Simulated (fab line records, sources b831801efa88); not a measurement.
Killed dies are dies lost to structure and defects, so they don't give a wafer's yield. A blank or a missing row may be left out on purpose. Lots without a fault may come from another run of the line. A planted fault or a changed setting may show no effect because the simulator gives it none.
Which tool did it? | flow gf180mcu | 13 lots, 39 wafers sampled, at 3 steps of a route of 602

WHAT THE GAUGES READ, wafer by wafer
GF_HV_LDD_TW_MEAS_23.
lot  | measured     | on            | HV_LDD_2_TW
L465 | day 11 01:43 | film_metro-03 | 1058 1063 1062
L466 | day 11 12:24 | film_metro-03 | 1064 1055 1059
L468 | day 12 01:08 | film_metro-03 | 1064 1065 1066
L469 | day 12 09:12 | film_metro-03 | 1064 1064 1068
L473 | day 13 22:35 | film_metro-04 | 1066 1063 1069
L475 | day 13 22:39 | film_metro-04 | 1062 1065 1058
L476 | day 14 11:51 | film_metro-01 | 1063 1051 1059
L479 | day 15 08:30 | film_metro-01 | 1060 1057 1059
L481 | day 15 21:29 | film_metro-04 | 1067 1071 1072
L482 | day 16 02:40 | film_metro-03 | 1122 1126 1125
L483 | day 16 10:58 | film_metro-01 | 1053 1059 1050
L484 | day 16 19:32 | film_metro-03 | 1120 1120 1123
L487 | day 17 15:12 | film_metro-01 | 1067 1061 1064

GF_SAB_CD_MEAS_09: target cd 420 nm.
lot  | measured     | on        | cd_nm (nm)
L465 | day 15 05:37 | cd_sem-02 | 421.6 421.2 419.3
L466 | day 15 19:54 | cd_sem-01 | 420.7 420.0 423.1
L468 | day 16 11:32 | cd_sem-02 | 417.4 416.1 417.9
L469 | day 16 19:54 | cd_sem-02 | 420.2 420.6 419.1
L473 | day 18 16:21 | cd_sem-02 | 419.7 419.7 419.9
L475 | day 18 17:35 | cd_sem-01 | 419.4 418.5 418.8
L476 | day 19 08:41 | cd_sem-02 | 422.4 422.6 421.9
L479 | day 20 09:09 | cd_sem-02 | 422.4 422.6 422.6
L481 | day 20 23:22 | cd_sem-02 | 421.9 419.6 421.0
L482 | day 21 03:57 | cd_sem-02 | 416.6 418.4 417.0
L483 | day 21 12:37 | cd_sem-01 | 417.8 418.1 420.9
L484 | day 22 03:10 | cd_sem-01 | 418.4 417.9 417.2
L487 | day 22 18:19 | cd_sem-02 | 420.8 420.4 419.4

WHICH TOOL RAN EACH LOT (tool, then ch and the chambers of the sampled wafers, then the start)
lot  | GF_HV_LDD_IMPLANT_21
L465 | implanter-01 ch 0, day 11 01:29
L466 | implanter-02 ch 0, day 11 12:10
L468 | implanter-03 ch 0, day 12 00:53
L469 | implanter-01 ch 0, day 12 08:58
L473 | implanter-01 ch 0, day 13 22:20
L475 | implanter-02 ch 0, day 13 22:24
L476 | implanter-01 ch 0, day 14 11:36
L479 | implanter-03 ch 0, day 15 08:15
L481 | implanter-03 ch 0, day 15 21:16
L482 | implanter-01 ch 0, day 16 02:25
L483 | implanter-03 ch 0, day 16 10:45
L484 | implanter-01 ch 0, day 16 19:19
L487 | implanter-02 ch 0, day 17 14:58
- GF_HV_LDD_IMPLANT_21

WHAT THE TOOLS THEMSELVES READ (means of the sampled wafers that have a number; where no wafer has one, the mark that the record gives instead)
GF_HV_LDD_IMPLANT_21.
lot  | tool         | dose_ions_cm2 | end_station_pressure_torr (Torr) | faraday_current_uA
L465 | implanter-01 | 5.002e+13     | 5.05e-06                         | 283
L466 | implanter-02 | 5.001e+13     | 5.15e-06                         | 280
L468 | implanter-03 | 5.012e+13     | 4.86e-06                         | 287
L469 | implanter-01 | 4.997e+13     | 5.36e-06                         | 282
L473 | implanter-01 | 4.999e+13     | 5.50e-06                         | 283
L475 | implanter-02 | 5.002e+13     | 5.31e-06                         | 286
L476 | implanter-01 | 4.996e+13     | 5.16e-06                         | 288
L479 | implanter-03 | 5.009e+13     | 5.36e-06                         | 281
L481 | implanter-03 | 5.001e+13     | 5.54e-06                         | 280
L482 | implanter-01 | 5.923e+13     | 5.26e-06                         | 332
L483 | implanter-03 | 5.001e+13     | 5.14e-06                         | 279
L484 | implanter-01 | 5.918e+13     | 4.95e-06                         | 337
L487 | implanter-02 | 5.002e+13     | 5.15e-06                         | 280

THE ANSWER, worked out from the rows above alone
Rule: what is usual is taken from the lots themselves. Put in order of their means at a reading, lots are off if they are a third of the lots or fewer, leave a main group of 4 or more, and stand apart from it by a gap of 3 or more times the standard deviation of the main group's means; of several such gaps the widest counts. A main group whose means are all the same, to the digits that the tables above print for the reading, isn't used. A lot without any number at a reading at which 4 lots or more have one is off too. The other lots that the step has rows for count as sound. The gauges are gone through in route order, then the tools' own readings, and for those a lot's mean is taken as printed above. The first step at which some lot is off is used, and at that step the reading that is off furthest; a lot without a number counts as furthest.
Off: L482, L484, at GF_HV_LDD_TW_MEAS_23 (HV_LDD_2_TW). The main group: mean 1062, standard deviation 4.3.
A tool fits if, at a process step before that reading, it ran every lot that is off, and no sound lot after the first of them. The gauges at GF_HV_LDD_TW_MEAS_23 aren't tried: what is off there is off at GF_HV_LDD_IMPLANT_21 too, on other tools, and a gauge's error can't cause that. One fits: implanter-01 at GF_HV_LDD_IMPLANT_21. Its last sound lot is L476 (day 14 11:36), its first lot that is off L482 (day 16 02:25): a fault that began between those two fits.
The tool's own readings at GF_HV_LDD_IMPLANT_21 bear it out: on the lots that are off they differ by more than 5 times the standard deviation of the sound lots' means. dose_ions_cm2 reads 5.920e+13 there against 5.002e+13 on the sound lots; faraday_current_uA reads 334 there against 283 on the sound lots.

WHAT THE SIMULATOR HAD PUT IN
Process parameter drift: implanter-01, from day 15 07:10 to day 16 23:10, at GF_HV_LDD_IMPLANT_21. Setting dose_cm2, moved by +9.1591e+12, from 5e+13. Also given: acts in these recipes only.
Lots struck among those shown: L482, L484. The rule above found the same.
